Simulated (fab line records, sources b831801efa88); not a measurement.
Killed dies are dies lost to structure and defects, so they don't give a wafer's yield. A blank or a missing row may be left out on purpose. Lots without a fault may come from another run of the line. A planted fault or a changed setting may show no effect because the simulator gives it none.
Chamber matching | flow sky130 | SKY_LI_CONTACT_CMP_02 on cmp-02: 4 sister chambers
The step polishes PSG. 4 wafers are shown with their chamber, then 7 later ones without.

WAFERS WITH THEIR CHAMBER
wafer  | chamber | motor_current_A (A)
L591.1 | 2       | 13.1
L593.6 | 1       | 13.1
L595.1 | 0       | 10.0
L595.2 | 3       | 11.6

WAFERS WITHOUT THEIR CHAMBER
wafer  | motor_current_A (A)
L595.3 | 13.6
L599.1 | 12.8
L599.2 | 13.7
L599.5 | 10.2
L600.4 | 13.0
L600.5 | 10.7
L600.6 | 10.5

WHICH CHAMBER EACH WENT THROUGH
wafer  | from the rows above          | in truth
L595.3 | can't be placed: 1 or 2      | 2
L599.1 | can't be placed: 1 or 2 or 3 | 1
L599.2 | can't be placed: 1 or 2      | 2
L599.5 | 0                            | 0
L600.4 | can't be placed: 1 or 2      | 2
L600.5 | can't be placed: 0 or 3      | 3
L600.6 | can't be placed: 0 or 3      | 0
Placed correctly: 1 of 7. Can't be placed from these rows: 6 (the true chamber is among the candidates in 6). Placed wrongly: 0.
How it was worked out, from the rows above alone: a wafer's distance from a chamber is the root of the sum, over the readings, of the square of ((its reading less the chamber's mean) divided by the reading's scatter). The wafer belongs to the nearest chamber; if the next one is less than 2 further off, it can't be placed. A chamber's mean is the mean of its shown wafers. The scatter: with one shown wafer a chamber, the root of the mean of the squares of how far each hidden wafer lies from its nearest shown one.
